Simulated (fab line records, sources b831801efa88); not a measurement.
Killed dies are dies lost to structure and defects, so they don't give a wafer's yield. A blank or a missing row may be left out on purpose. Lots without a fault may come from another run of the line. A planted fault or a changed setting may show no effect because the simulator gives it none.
Which tool did it? | flow gf180mcu | 11 lots, 32 wafers sampled, at 7 steps of a route of 602

WHAT THE GAUGES READ, wafer by wafer
GF_HV_LDD_OVL_MEAS_20. Usual: HV_LDD_01_OVL 0.5 nm, standard deviation 1.3.
lot  | measured     | on         | HV_LDD_01_OVL (nm) | flag
L156 | day 10 19:40 | overlay-01 | 2.7 2.3 1.7        |
L158 | day 11 08:56 | overlay-01 | 1.1 0.5 2.5        |
L160 | day 11 22:34 | overlay-02 | 0.0 1.3 0.6        |
L161 | day 12 09:11 | overlay-01 | 2.3 0.8 1.6        |
L162 | day 12 20:17 | overlay-01 | -1.2 -0.9 -0.5     |
L166 | day 14 00:55 | overlay-01 | 0.1 0.5 -0.2       |
L167 | day 14 05:28 | overlay-02 | -1.5 -2.1          |
L172 | day 15 15:49 | overlay-01 | 1.2 0.9 0.4        |
L177 | day 17 07:31 | overlay-02 | -2.1 -2.0 -2.8     |
L178 | day 17 16:49 | overlay-02 | 1.9 1.7 2.4        |
L179 | day 18 01:28 | overlay-01 | 1.0 -1.5 1.2       |

GF_HV_LDD_CD_MEAS_31: target cd 400 nm. Usual: cd_nm 399.2 nm, standard deviation 2.2.
lot  | measured     | on        | cd_nm (nm)        | flag
L156 | day 11 13:56 | cd_sem-01 | 397.2 397.5 397.3 |
L158 | day 12 03:59 | cd_sem-01 | 400.2 398.1 397.9 |
L160 | day 12 18:13 | cd_sem-01 | 397.4 394.7 397.7 |
L161 | day 13 05:19 | cd_sem-02 | 400.7 398.1 401.2 |
L162 | day 13 16:38 | cd_sem-02 | 398.5 401.5 402.6 |
L166 | day 14 21:59 | cd_sem-02 | 399.5 400.2 398.7 |
L167 | day 15 02:20 | cd_sem-01 | 399.0 396.7       |
L172 | day 16 13:20 | cd_sem-02 | 402.0 398.3 399.4 |
L177 | day 18 07:02 | cd_sem-01 | 398.9 398.2 396.4 |
L178 | day 18 16:21 | cd_sem-02 | 397.8 396.8 398.8 |
L179 | day 19 01:59 | cd_sem-01 | 397.1 398.7 396.4 |

GF_PSD_TW_MEAS_11. Usual: PSD_TW 3169, standard deviation 26.
lot  | measured     | on            | PSD_TW         | flag
L156 | day 14 09:20 | film_metro-01 | 3176 3197 3204 |
L158 | day 14 20:23 | film_metro-01 | 3203 3197 3189 |
L160 | day 15 11:37 | film_metro-03 | 3157 3156 3155 |
L161 | day 16 01:16 | film_metro-03 | 3153 3166 3145 |
L162 | day 16 11:48 | film_metro-02 | 3156 3141 3144 |
L166 | day 17 20:28 | film_metro-02 | 3321 3301 3320 | OFF
L167 | day 18 00:50 | film_metro-02 | 3314 3298      | OFF
L172 | day 19 16:53 | film_metro-02 | 3150 3147 3156 |
L177 | day 21 11:32 | film_metro-03 | 3136 3151 3145 |
L178 | day 21 20:16 | film_metro-01 | 3215 3186 3180 |
L179 | day 22 06:02 | film_metro-01 | 3202 3199 3215 |

GF_PSD_RS_MEAS_15: measures by four-point-probe. Usual: PSD_RS 108.6 ohm/sq, standard deviation 0.3.
lot  | measured     | on            | PSD_RS (ohm/sq)   | flag
L156 | day 14 09:41 | film_metro-02 | 108.3 108.5 108.0 |
L158 | day 14 20:43 | film_metro-01 | 108.6 108.4 108.9 |
L160 | day 15 12:03 | film_metro-01 | 108.7 108.5 108.8 |
L161 | day 16 01:36 | film_metro-02 | 108.7 108.6 108.5 |
L162 | day 16 12:08 | film_metro-01 | 108.4 108.9 108.6 |
L166 | day 17 20:47 | film_metro-03 | 103.8 103.8 103.8 | OFF
L167 | day 18 01:14 | film_metro-01 | 104.0 104.4       | OFF
L172 | day 19 17:13 | film_metro-01 | 108.7 108.9 109.0 |
L177 | day 21 11:51 | film_metro-03 | 108.8 108.5 109.0 |
L178 | day 21 20:35 | film_metro-03 | 108.5 108.2 108.5 |
L179 | day 22 06:26 | film_metro-02 | 108.2 108.6 108.7 |

WHICH TOOL RAN EACH LOT (tool, then ch and the chambers of the sampled wafers, then the start)
lot  | GF_HV_LDD_STRIP_49                   | GF_PSD_IMPLANT_09               | GF_PSD_STRIP_10
L156 | plasma_asher-04 ch 0,1, day 12 11:44 | implanter-03 ch 0, day 14 09:07 | plasma_asher-03 ch 0,1, day 14 09:16
L158 | plasma_asher-02 ch 0,1, day 12 23:41 | implanter-04 ch 0, day 14 20:10 | plasma_asher-01 ch 0,1, day 14 20:17
L160 | plasma_asher-02 ch 0,1, day 13 15:40 | implanter-01 ch 0, day 15 11:22 | plasma_asher-04 ch 0,1, day 15 11:31
L161 | plasma_asher-04 ch 0,1, day 14 02:53 | implanter-04 ch 0, day 16 01:02 | plasma_asher-04 ch 1, day 16 01:10
L162 | plasma_asher-04 ch 0,1, day 14 13:47 | implanter-03 ch 0, day 16 11:34 | plasma_asher-03 ch 0, day 16 11:41
L166 | plasma_asher-03 ch 0,1, day 15 20:22 | implanter-01 ch 0, day 17 20:13 | plasma_asher-03 ch 0,1, day 17 20:22
L167 | plasma_asher-03 ch 0,1, day 16 00:23 | implanter-01 ch 0, day 18 00:35 | plasma_asher-01 ch 0,1, day 18 00:44
L172 | plasma_asher-02 ch 0,1, day 17 13:27 | implanter-04 ch 0, day 19 16:38 | plasma_asher-04 ch 0,1, day 19 16:47
L177 | plasma_asher-03 ch 0,1, day 19 07:47 | implanter-04 ch 0, day 21 11:17 | plasma_asher-03 ch 0,1, day 21 11:26
L178 | plasma_asher-02 ch 0,1, day 19 17:25 | implanter-04 ch 0, day 21 20:01 | plasma_asher-01 ch 0,1, day 21 20:10
L179 | plasma_asher-02 ch 0,1, day 20 03:22 | implanter-03 ch 0, day 22 05:49 | plasma_asher-03 ch 0,1, day 22 05:56
- GF_HV_LDD_STRIP_49: strips in O2/N2.
- GF_PSD_IMPLANT_09
- GF_PSD_STRIP_10: strips in O2/N2.

WHAT THE TOOLS THEMSELVES READ (means of the sampled wafers that have a number; where no wafer has one, the mark that the record gives instead)
GF_HV_LDD_STRIP_49. Usual: drypump_motor_current_A 5.8 A, standard deviation 0.49; heater_power_w 337 W, standard deviation 44; oes_product_au 0.716 a.u., standard deviation 0.0046; strip_time_to_endpoint_s 12.63 s, standard deviation 0.032.
lot  | tool            | drypump_motor_current_A (A) | heater_power_w (W) | oes_product_au (a.u.) | strip_time_to_endpoint_s (s) | flag
L156 | plasma_asher-04 | 5.3                         | 294                | 0.716                 | 12.64                        |
L158 | plasma_asher-02 | 6.1                         | 373                | 0.714                 | 12.65                        |
L160 | plasma_asher-02 | 5.9                         | 349                | 0.714                 | 12.64                        |
L161 | plasma_asher-04 | 5.4                         | 283                | 0.720                 | 12.62                        |
L162 | plasma_asher-04 | 5.3                         | 291                | 0.720                 | 12.68                        |
L166 | plasma_asher-03 | 5.8                         | 340                | 0.717                 | 12.65                        |
L167 | plasma_asher-03 | 6.0                         | 352                | 0.718                 | 12.63                        |
L172 | plasma_asher-02 | 5.9                         | 347                | 0.713                 | 12.66                        |
L177 | plasma_asher-03 | 5.8                         | 341                | 0.717                 | 12.60                        |
L178 | plasma_asher-02 | 6.1                         | 383                | 0.721                 | 12.62                        |
L179 | plasma_asher-02 | 6.1                         | 378                | 0.716                 | 12.60                        |

GF_PSD_IMPLANT_09. Usual: beam_energy_keV 40.001, standard deviation 0.013; beam_on_s 9.99 s, standard deviation 0.2; end_station_pressure_torr 1.17e-05 Torr, standard deviation 5.6e-07; faraday_current_uA 8260, standard deviation 160.
lot  | tool         | beam_energy_keV | beam_on_s (s) | end_station_pressure_torr (Torr) | faraday_current_uA | flag
L156 | implanter-03 | 39.991          | 10.07         | 1.21e-05                         | 8201               |
L158 | implanter-04 | 39.991          | 9.87          | 1.19e-05                         | 8350               |
L160 | implanter-01 | 40.012          | 9.89          | 1.13e-05                         | 8362               |
L161 | implanter-04 | 40.010          | 10.08         | 1.15e-05                         | 8183               |
L162 | implanter-03 | 40.004          | 9.91          | 1.24e-05                         | 8327               |
L166 | implanter-01 | 40.018          | 12.99         | 9.31e-05                         | 6449               | OFF
L167 | implanter-01 | 39.998          | 13.30         | 9.49e-05                         | 6277               | OFF
L172 | implanter-04 | 40.003          | 10.09         | 1.18e-05                         | 8185               |
L177 | implanter-04 | 39.972          | 10.06         | 1.12e-05                         | 8210               |
L178 | implanter-04 | 40.010          | 10.02         | 1.17e-05                         | 8242               |
L179 | implanter-03 | 40.004          | 9.91          | 1.18e-05                         | 8304               |

GF_PSD_STRIP_10. Usual: drypump_motor_current_A 5.7 A, standard deviation 0.45; heater_power_w 332 W, standard deviation 34; oes_product_au 0.592 a.u., standard deviation 0.0049; strip_time_to_endpoint_s 16.51 s, standard deviation 0.045.
lot  | tool            | drypump_motor_current_A (A) | heater_power_w (W) | oes_product_au (a.u.) | strip_time_to_endpoint_s (s) | flag
L156 | plasma_asher-03 | 6.1                         | 360                | 0.592                 | 16.49                        |
L158 | plasma_asher-01 | 5.5                         | 339                | 0.593                 | 16.55                        |
L160 | plasma_asher-04 | 5.4                         | 287                | 0.592                 | 16.46                        |
L161 | plasma_asher-04 | 5.3                         | 289                | 0.590                 | 16.51                        |
L162 | plasma_asher-03 | 6.5                         | 385                | 0.594                 | 16.50                        |
L166 | plasma_asher-03 | 5.8                         | 345                | 0.575                 | 17.28                        | OFF
L167 | plasma_asher-01 | 5.5                         | 336                | 0.575                 | 17.38                        | OFF
L172 | plasma_asher-04 | 5.3                         | 288                | 0.590                 | 16.54                        |
L177 | plasma_asher-03 | 6.2                         | 364                | 0.592                 | 16.45                        |
L178 | plasma_asher-01 | 5.5                         | 341                | 0.591                 | 16.53                        |
L179 | plasma_asher-03 | 6.2                         | 358                | 0.591                 | 16.57                        |

THE ANSWER, worked out from the rows above alone
Rule: a lot is off if the mean of its wafers that have a number lies more than 3 standard deviations from the usual mean. A lot without any number at a reading at which 4 lots or more have one is off too. The other lots that the step has rows for count as sound. The gauges are gone through in route order, then the tools' own readings, and for those a lot's mean is taken as printed above. The first step at which some lot is off is used, and at that step the reading that is off furthest; a lot without a number counts as furthest.
Off: L166, L167, at GF_PSD_TW_MEAS_11 (PSD_TW).
A tool fits if, at a process step before that reading, it ran every lot that is off, and no sound lot after the first of them. The gauges at GF_PSD_TW_MEAS_11 aren't tried: what is off there is off at GF_PSD_RS_MEAS_15 too, on other tools, and a gauge's error can't cause that. One fits: implanter-01 at GF_PSD_IMPLANT_09. Its last sound lot is L160 (day 15 11:22), its first lot that is off L166 (day 17 20:13): a fault that began between those two fits.
The tool's own readings at GF_PSD_IMPLANT_09 bear it out: on the lots that are off they differ by more than 5 times the standard deviation of the sound lots' means. beam_on_s reads 13.14 s there against 9.99 s on the sound lots; end_station_pressure_torr reads 9.40e-05 Torr there against 1.17e-05 Torr on the sound lots; faraday_current_uA reads 6363 there against 8263 on the sound lots.

WHAT THE SIMULATOR HAD PUT IN
Process parameter drift: implanter-01, from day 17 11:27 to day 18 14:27, at GF_PSD_IMPLANT_09. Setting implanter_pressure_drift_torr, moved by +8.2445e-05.
Process parameter drift: implanter-01, from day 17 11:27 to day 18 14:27, at GF_PSD_IMPLANT_09. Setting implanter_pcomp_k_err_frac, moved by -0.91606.
Lots struck among those shown: L166, L167. The rule above found the same.
